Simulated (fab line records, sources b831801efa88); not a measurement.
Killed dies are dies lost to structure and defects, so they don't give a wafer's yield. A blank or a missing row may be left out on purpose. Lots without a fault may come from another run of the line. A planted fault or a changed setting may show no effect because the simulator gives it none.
Chamber matching | flow gf180mcu | GF_V2_CMP_26 on cmp-01: 4 sister chambers
The step polishes, stops on SiO2, t overpolish 15 s, target thk 0 nm. 4 wafers are shown with their chamber, then 7 later ones without.

WAFERS WITH THEIR CHAMBER
wafer  | chamber | motor_current_A (A)
L964.1 | 2       | 7.7
L970.6 | 1       | 10.3
L973.1 | 3       | 11.1
L973.5 | 0       | 8.7

WAFERS WITHOUT THEIR CHAMBER
wafer  | motor_current_A (A)
L973.6 | 11.4
L978.1 | 11.6
L978.4 | 8.3
L978.6 | 9.2
L982.1 | 11.0
L982.4 | 7.8
L982.6 | 11.2

WHICH CHAMBER EACH WENT THROUGH
wafer  | from the rows above     | in truth
L973.6 | 3                       | 3
L978.1 | 3                       | 3
L978.4 | can't be placed: 0 or 2 | 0
L978.6 | can't be placed: 0 or 1 | 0
L982.1 | can't be placed: 3 or 1 | 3
L982.4 | 2                       | 2
L982.6 | 3                       | 3
Placed correctly: 4 of 7. Can't be placed from these rows: 3 (the true chamber is among the candidates in 3). Placed wrongly: 0.
How it was worked out, from the rows above alone: a wafer's distance from a chamber is the root of the sum, over the readings, of the square of ((its reading less the chamber's mean) divided by the reading's scatter). The wafer belongs to the nearest chamber; if the next one is less than 2 further off, it can't be placed. A chamber's mean is the mean of its shown wafers. The scatter: with one shown wafer a chamber, the root of the mean of the squares of how far each hidden wafer lies from its nearest shown one.
